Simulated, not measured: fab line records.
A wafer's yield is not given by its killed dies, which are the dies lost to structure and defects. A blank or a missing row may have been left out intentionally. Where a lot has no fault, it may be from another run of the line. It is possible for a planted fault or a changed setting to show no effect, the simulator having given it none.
Matching of chambers ; flow gf180mcu ; cmp-02 running GF_V1_CMP_26: 4 sister chambers
The step polishes, stops on SiO2, t overpolish 15 s, target thk 0 nm. 4 wafers are shown with their chamber, then 11 later ones without.

WAFERS, EACH WITH ITS CHAMBER
wafer;chamber;motor_current_A (A)
L782.3;3;13.1
L784.1;2;10.8
L784.2;0;10.4
L785.2;1;11.2

WAFERS WITH NO CHAMBER GIVEN
wafer;motor_current_A (A)
L785.4;10.7
L785.6;11.1
L786.3;10.5
L786.4;11.3
L786.5;12.8
L787.4;10.6
L787.5;10.2
L787.6;10.8
L788.2;10.6
L788.3;13.2
L788.5;11.3

WHICH CHAMBER EACH WENT THROUGH
wafer;from the rows above;in truth
L785.4;can't be placed: 2 or 0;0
L785.6;can't be placed: 1 or 2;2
L786.3;can't be placed: 0 or 2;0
L786.4;1;1
L786.5;3;3
L787.4;can't be placed: 0 or 2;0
L787.5;0;0
L787.6;2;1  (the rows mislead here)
L788.2;can't be placed: 0 or 2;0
L788.3;3;3
L788.5;1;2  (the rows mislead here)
4 of 11 placed correctly. These rows do not allow placing 5 (true chamber among the candidates in 5). 2 placed wrongly.
How it was worked out, from the rows above alone: a wafer's distance from a chamber is the root of the sum, over the readings, of the square of ((its reading less the chamber's mean) divided by the reading's scatter). The wafer belongs to the nearest chamber; if the next one is less than 2 further off, it can't be placed. A chamber's mean is the mean of its shown wafers. The scatter (one wafer shown for each chamber): square how far every hidden wafer sits from the nearest shown wafer, average those squares and take the square root.
